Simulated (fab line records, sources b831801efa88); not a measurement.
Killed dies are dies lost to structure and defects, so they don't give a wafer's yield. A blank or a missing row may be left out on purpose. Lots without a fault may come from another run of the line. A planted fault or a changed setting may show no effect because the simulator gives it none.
A struck lot beside a sound one | flow sky130 | 43 steps out of a route of 708
Sound: wafers L906.2, L906.4, L906.5. Struck: wafers L916.1, L916.3, L916.4. The cause comes at the end.
At each step with rows: each side's tool, then ch and its chambers, then its first start. Under that, the readings that differ: sound wafers | struck wafers | difference of the means | sigmas: that difference in standard deviations of wafers without a fault.
alike: readings whose means differ by less than 2 such deviations, and words and numbers that are the same on both sides. not compared: withheld readings, readings that some wafer has no value for, bounds like >300 that may hide the same value, and numbers for which the record gives no deviation and whose values overlap.
The two part at a step that has a row with sigmas, a row that says differs or no value, or rows on one side only. Numbers that don't overlap but have no deviation are shown without sigmas and don't part them. A reading that every wafer of one side lacks parts them only if that side has two wafers or more.

SKY_CAPM_THK_MEAS_04: measures by xrf.
  sound on film_metro-01, day 37 08:41; struck on film_metro-02, day 40 13:40
  alike: CAPM_TIN_THK
then, 7 steps without rows for these wafers: SKY_CAPM_DEHYDRATE_05 (time 60 s); SKY_CAPM_HMDS_06 (prime time 60 s); SKY_CAPM_COAT_07 (resist thk 1140 nm); SKY_CAPM_SOFTBAKE_08 (time 60 s); SKY_CAPM_EXPOSE_09 (exposes mask CAPM, target cd 1000 nm); SKY_CAPM_PEB_10; SKY_CAPM_DEVELOP_11 (develop time 60 s).
SKY_CAPM_OVL_MEAS_12:
  sound on overlay-02, day 38 09:17; struck on overlay-01, day 41 13:20
  alike: CAPM_OVL
SKY_CAPM_METAL_ETCH_13: etches TiN in Cl2/BCl3, stops on SiO2, target depth 220 nm, time 62.9 s.
  sound on rie_metal-01 ch 0,1, day 38 09:19; struck on rie_metal-01 ch 0,1, day 41 13:22
  alike: drypump_motor_current_A, oes_product_au, throttle_valve_pct
  not compared: rf_hours_counter_h
SKY_CAPM_STRIP_14: strips in O2/N2.
  sound on plasma_asher-01 ch 0,1, day 38 09:23; struck on plasma_asher-02 ch 0,1, day 41 13:26
  reading             | sound          | struck         | difference | sigmas
  o2_flow_sccm (sccm) | 3000 3021 3014 | 2997 2977 2998 | -21        | -2
  alike: drypump_motor_current_A, oes_product_au, strip_time_to_endpoint_s
  not compared: rf_hours_counter_h
then, 1 step without rows for these wafers: SKY_CAPM_STRIP_15 (strips in post etch residue remover, time 1200 s).
SKY_CAPM_CLEAN_16: cleans in IPA, time 180 s.
  sound on wet_bench-02 ch 2, day 38 09:50; struck on wet_bench-02 ch 1, day 41 13:55
then, 9 steps without rows for these wafers: SKY_CAPM_CLEAN_17 (cleans in O3/DIW); SKY_METAL3_DEHYDRATE_05 (time 60 s); SKY_METAL3_HMDS_06 (prime time 60 s); SKY_METAL3_COAT_07 (resist thk 60 nm); SKY_METAL3_COAT_08 (resist thk 1140 nm); SKY_METAL3_SOFTBAKE_09 (time 90 s); SKY_METAL3_EXPOSE_10 (exposes mask MM3, target cd 300 nm); SKY_METAL3_PEB_11; SKY_METAL3_DEVELOP_12 (develop time 60 s).
SKY_METAL3_CD_MEAS_13: target cd 300 nm.
  sound on cd_sem-01, day 39 11:04; struck on cd_sem-01, day 42 12:32
  alike: cd_nm
SKY_METAL3_OVL_MEAS_14:
  sound on overlay-02, day 39 11:10; struck on overlay-01, day 42 12:39
  alike: METAL3_OVL
SKY_METAL3_DESCUM_15: chemistry O2, time 8 s.
  sound on rie_metal-01 ch 0,1, day 39 11:12; struck on rie_metal-04 ch 0,1, day 42 12:41
  reading                     | sound       | struck      | difference | sigmas
  drypump_motor_current_A (A) | 6.5 6.5 5.9 | 4.7 4.7 5.1 | -1.5       | -2
  alike: oes_product_au
  not compared: rf_hours_counter_h
then, 1 step without rows for these wafers: SKY_METAL3_ETCH_16 (etches BARC in N2/H2, stops on SiO2, time 88.2 s, target depth 60 nm).
SKY_METAL3_ETCH_17: etches SiO2 in C4F8/O2/Ar, stops on TiN, time 3.9 s, target depth 15 nm.
  sound on rie_diel-03 ch 2,3, day 39 11:20; struck on rie_diel-01 ch 0,1,2, day 42 12:49
  alike: oes_product_au
  not compared: rf_hours_counter_h
SKY_METAL3_METAL_ETCH_18: etches the open film in Cl2/BCl3, stops on SiO2, target depth 845 nm, time 183.1 s.
  sound on rie_metal-03 ch 0,1, day 39 11:20; struck on rie_metal-03 ch 0,1, day 42 12:50
  alike: drypump_motor_current_A, oes_product_au, throttle_valve_pct
  not compared: rf_hours_counter_h
then, 5 steps without rows for these wafers: SKY_METAL3_STRIP_19 (strips in O2/N2); SKY_METAL3_STRIP_20 (strips in post etch residue remover, time 1200 s); SKY_METAL3_CLEAN_21 (cleans in IPA, time 180 s); SKY_METAL3_CLEAN_22 (cleans in O3/DIW); SKY_VIA3_HDPCVD_00 (deposits SiO2, target thk 1635 nm, time 272.5 s).
SKY_VIA3_THK_MEAS_01:
  sound on film_metro-04, day 39 12:17; struck on film_metro-02, day 42 13:49
  reading              | sound          | struck         | difference | sigmas
  VIA3_HDPCVD_THK (nm) | 1652 1647 1633 | 1608 1614 1577 | -44        | -2
then, 1 step without rows for these wafers: SKY_VIA3_CMP_02 (polishes SiO2).
SKY_VIA3_BOW_MEAS_03:
  sound on film_metro-04, day 39 12:40; struck on film_metro-03, day 42 14:10
  alike: VIA3_BOW
then, 6 steps without rows for these wafers: SKY_VIA3_DEHYDRATE_04 (time 60 s); SKY_VIA3_HMDS_05 (prime time 60 s); SKY_VIA3_COAT_06 (resist thk 60 nm); SKY_VIA3_COAT_07 (resist thk 450 nm); SKY_VIA3_SOFTBAKE_08 (time 90 s); SKY_VIA3_EXPOSE_09 (exposes mask VIM3, target cd 200 nm).
-- the record jumps here: 6 days lie between the struck wafers' starts before and after (it left off in module VIA3 and takes up again in module PAD_OPEN, whose first step shown is number 708 of the route) --
SKY_PAD_OPEN_PROBE_99:
  sound on prober-02, day 46 10:53; struck on prober-02, day 48 23:57
  reading                               | sound              | struck            | difference | sigmas
  defect_limited_yield (%)              | 82.5 83.5 80.3     | 78.3 77.4 77.0    | -4.5       | -3
  killed_at_other                       | 0 0 0              | 36 31 29          | +32        | +57
  killed_dies                           | 86 81 97           | 107 111 113       | +22        | +3
  killed_on_rim                         | 11 18 23           | 24 31 28          | +10        | +3
  sort_bin_3_pad_short (%)              | 1.4 0.4 1.0        | 2.2 2.6 3.3       | +1.8       | +4
  sort_bin_5_function (%)               | 10.6 8.9 10.8      | 13.0 14.8 13.8    | +3.8       | +2
  sort_n_pass                           | 406 411 395        | 385 381 379       | -22        | -3
  sort_yield_pct (%)                    | 82.5 83.5 80.3     | 78.3 77.4 77.0    | -4.5       | -3
  model.etest.tester.sort_n_pass        | 406 411 395        | 385 381 379       | -22        |
  model.etest.tester.sort_yield_pct (%) | 82.52 83.54 80.28  | 78.25 77.44 77.03 | -4.54      |
  model.etest.tester.sort_bin_5_pct (%) | 10.57 8.943 10.77  | 13.01 14.84 13.82 | +3.80      |
  model.etest.tester.sort_bin_3_pct (%) | 1.423 0.4065 1.016 | 2.236 2.642 3.252 | +1.761     |
  alike: killed_at_M0_to_M3, killed_at_M4_up, killed_at_contacts, killed_at_front_end, killed_open, killed_short, sort_bin_6_memory

WHERE THEY PART
First at SKY_CAPM_STRIP_14; last, within this record, at SKY_PAD_OPEN_PROBE_99.

WHY: what the simulator had put in
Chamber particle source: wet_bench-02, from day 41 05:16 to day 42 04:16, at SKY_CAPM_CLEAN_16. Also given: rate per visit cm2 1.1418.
